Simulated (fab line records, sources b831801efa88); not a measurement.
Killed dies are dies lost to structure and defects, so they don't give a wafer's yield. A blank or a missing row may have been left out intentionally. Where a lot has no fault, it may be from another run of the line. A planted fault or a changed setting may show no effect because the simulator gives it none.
One fault through the eyes of 2 desks | flow sky130 | only its own numbers are on each desk; what lay behind them is given at the end

AT THE TOOL OWNER'S DESK: litho track-02
The tool's own readings at SKY_CONTACT_COAT_09 (resist thk 450 nm): means of the sampled wafers that have a number, for each lot that ran on this tool. Any lot whose mean is over 4 standard deviations away from the usual mean is out of limits and marked OUT; that distance is given in the brackets.
Columns: A = dispense pressure kPa at SKY_CONTACT_COAT_09, usual 52.4 kPa
lot  | first seen here | A
L162 | day 31 05:00    | 54.2
L172 | day 34 23:00    | 54.1
L175 | day 35 17:00    | 54.2
L178 | day 36 13:00    | 54.1
L179 | day 37 03:00    | 54.2
This desk found nothing out of limits on any of the 5 lots.

AT THE METROLOGY DESK
What the gauges read for every lot (on any tool): the sampled wafers with a number, averaged. Any lot whose mean is over 4 standard deviations away from the usual mean is out of limits and marked OUT; that distance is given in the brackets.
Columns: A = LI_CONTACT_BOW at SKY_LI_CONTACT_BOW_MEAS_03, usual 57 um; B = CONTACT_BOW at SKY_CONTACT_BOW_MEAS_05, usual 82 um; C = CONTACT_OVL at SKY_CONTACT_OVL_MEAS_15, usual 4 nm; D = CAPM_TIN_RS at SKY_CAPM_RS_MEAS_03, usual 6.94 ohm/sq; E = CAPM_TIN_THK at SKY_CAPM_THK_MEAS_04, usual 196.3 nm
lot  | first seen here | A  | B  | C  | D    | E
L161 | day 27 19:16    | 58 | 83 | 7  | 7.00 | 195.1
L162 | day 28 04:50    | 60 | 85 | -1 | 6.91 | 197.4
L165 | day 29 15:54    | 50 | 75 | 1  | 6.89 | 198.2
L167 | day 30 04:26    | 55 | 81 | -1 | 6.92 | 196.6
L169 | day 30 23:22    | 52 | 76 | -2 | 6.99 | 194.7
L172 | day 32 02:41    | 64 | 90 | -2 | 6.93 | 196.8
L175 | day 32 20:18    | 57 | 85 | 9  | 7.07 | 191.2
L177 | day 33 05:28    | 65 | 90 | 3  | 6.88 | 198.1
L178 | day 33 16:40    | 47 | 74 | 6  | 6.94 | 196.2
L179 | day 34 06:16    | 50 | 76 | 6  | 6.94 | 195.8
L181 | day 34 18:28    | 53 | 80 | 5  | 6.93 | 197.0
L184 | day 35 15:23    | 60 | 85 | 1  | 6.99 | 194.7
This desk found nothing out of limits on any of the 12 lots.

PUT TOGETHER
The desk of the tool owner found nothing out of limits.
Nothing out of limits was seen by the metrology desk.

WHAT THE SIMULATOR PUT IN
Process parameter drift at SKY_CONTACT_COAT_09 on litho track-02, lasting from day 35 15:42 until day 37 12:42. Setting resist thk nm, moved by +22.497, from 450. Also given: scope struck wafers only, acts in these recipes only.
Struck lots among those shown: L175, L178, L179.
